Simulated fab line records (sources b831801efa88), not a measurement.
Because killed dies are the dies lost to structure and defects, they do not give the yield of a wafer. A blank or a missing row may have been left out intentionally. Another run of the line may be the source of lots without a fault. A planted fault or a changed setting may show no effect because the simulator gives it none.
Chamber matching :: flow gf180mcu :: GF_V4_CMP_26 on cmp-01 has 4 sister chambers
The step polishes, stops on SiO2, t overpolish 15 s, target thk 0 nm. 8 wafers are shown with their chamber, then 8 later ones without.

EACH WAFER AND ITS CHAMBER
wafer: L122.4
chamber: 1
motor-current-A (A): 13.5
time-to-endpoint-s (s): 78

wafer: L122.6
chamber: 2
motor-current-A (A): 13.3
time-to-endpoint-s (s): 82

wafer: L125.4
chamber: 2
motor-current-A (A): 12.9
time-to-endpoint-s (s): 89

wafer: L127.6
chamber: 3
motor-current-A (A): 12.4
time-to-endpoint-s (s): 86

wafer: L129.1
chamber: 0
motor-current-A (A): 11.8
time-to-endpoint-s (s): 83

wafer: L129.5
chamber: 3
motor-current-A (A): 11.9
time-to-endpoint-s (s): 87

wafer: L129.6
chamber: 0
motor-current-A (A): 11.8
time-to-endpoint-s (s): 86

wafer: L130.1
chamber: 1
motor-current-A (A): 12.4
time-to-endpoint-s (s): 79

WAFERS WITHOUT THEIR CHAMBER
wafer: L130.2
motor-current-A (A): 12.5
time-to-endpoint-s (s): 82

wafer: L130.4
motor-current-A (A): 11.3
time-to-endpoint-s (s): 81

wafer: L131.2
motor-current-A (A): 12.5
time-to-endpoint-s (s): 85

wafer: L131.5
motor-current-A (A): 12.9
time-to-endpoint-s (s): 83

wafer: L131.6
motor-current-A (A): 12.0
time-to-endpoint-s (s): 85

wafer: L132.1
motor-current-A (A): 11.9
time-to-endpoint-s (s): 84

wafer: L132.2
motor-current-A (A): 12.9
time-to-endpoint-s (s): 77

wafer: L132.3
motor-current-A (A): 11.4
time-to-endpoint-s (s): 81

EACH ONE'S CHAMBER
wafer: L130.2
from the rows above: can't be placed: 1 or 0 or 3 or 2
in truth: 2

wafer: L130.4
from the rows above: can't be placed: 0 or 3
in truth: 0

wafer: L131.2
from the rows above: can't be placed: 3 or 2 or 0 or 1
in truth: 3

wafer: L131.5
from the rows above: can't be placed: 2 or 1 or 3 or 0
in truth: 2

wafer: L131.6
from the rows above: can't be placed: 0 or 3 or 2
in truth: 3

wafer: L132.1
from the rows above: can't be placed: 0 or 3
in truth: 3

wafer: L132.2
from the rows above: 1
in truth: 1

wafer: L132.3
from the rows above: can't be placed: 0 or 3
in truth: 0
Placed correctly: 1 of 8. Cannot be placed on the basis of these rows: 7; the candidates contain the true chamber in 7. Wrongly placed: 0.
How it was worked out, from the rows above alone: a wafer's distance from a chamber is the root of the sum, over the readings, of the square of ((its reading less the chamber's mean) divided by the reading's scatter). If the next closest chamber is less than 2 further off than the closest, the wafer can't be placed; otherwise it belongs to the closest. Each chamber's mean is taken over the wafers shown for it. How the scatter is found: for the shown wafers, subtract from each reading the mean of its chamber, square and add these, divide the total by (wafers less chambers), then take the root.
